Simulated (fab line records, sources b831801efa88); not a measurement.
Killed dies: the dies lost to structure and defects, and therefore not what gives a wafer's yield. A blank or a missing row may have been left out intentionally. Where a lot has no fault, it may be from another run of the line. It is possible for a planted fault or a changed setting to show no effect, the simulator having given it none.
The tool behind it: which one?    flow sky130    6 lots, 18 wafers sampled, at 2 steps of a route of 708

WHAT THE GAUGES SHOWED, per wafer
SKY_FIELD_ISO_THK_MEAS_25.
lot   measured     on             FIELD_ISO_CVD_24_THK (nm)
L990  day 2 11:41  film-metro-03  600 598 600
L992  day 3 00:33  film-metro-01  609 607 601
L997  day 4 01:06  film-metro-03  602 612 1075
L100  day 4 18:01  film-metro-03  1063 588 1066
L108  day 6 12:08  film-metro-01  600 595 604
L111  day 7 01:55  film-metro-02  603 592 600

WHICH TOOL RAN EACH LOT (tool, then ch and the chambers of the sampled wafers, then the start)
lot   SKY_FIELD_ISO_CVD_24
L990  hdpcvd-01 ch 0,2, day 2 11:37
L992  hdpcvd-02 ch 0,1,2, day 3 00:28
L997  hdpcvd-02 ch 0,1,2, day 4 01:02
L100  hdpcvd-02 ch 1,2, day 4 17:57
L108  hdpcvd-01 ch 0,2, day 6 12:03
L111  hdpcvd-01 ch 0,1,2, day 7 01:50
- SKY_FIELD_ISO_CVD_24: deposits SiO2, target thk 595 nm, time 99.2 s.

THE ANSWER, worked out from the rows above alone
Rule: the usual values come from the lots themselves. Put in order of their means at a reading, lots are off if they are a third of the lots or fewer, leave a main group of 4 or more, and stand apart from it by a gap of 3 or more times the standard deviation of the main group's means; of several such gaps the widest counts. Not used: any main group whose means are identical at the precision the tables above print for the reading. A lot without any number at a reading at which 4 lots or more have one is off too. Any other lot the step has rows for is counted as sound.
Off: L997, L100, seen at SKY_FIELD_ISO_THK_MEAS_25 (FIELD_ISO_CVD_24_THK). The main group: mean 601 nm, standard deviation 2.9.
If a tool, at a process step before that reading, ran all the lots that are off and no sound lot after the first of them, it fits. Gauges at SKY_FIELD_ISO_THK_MEAS_25: tried the same way as those tools. Can't be told from this: 2 tools fit, hdpcvd-02 at SKY_FIELD_ISO_CVD_24, film-metro-03 at SKY_FIELD_ISO_THK_MEAS_25.

WHAT THE SIMULATOR HAD PUT IN
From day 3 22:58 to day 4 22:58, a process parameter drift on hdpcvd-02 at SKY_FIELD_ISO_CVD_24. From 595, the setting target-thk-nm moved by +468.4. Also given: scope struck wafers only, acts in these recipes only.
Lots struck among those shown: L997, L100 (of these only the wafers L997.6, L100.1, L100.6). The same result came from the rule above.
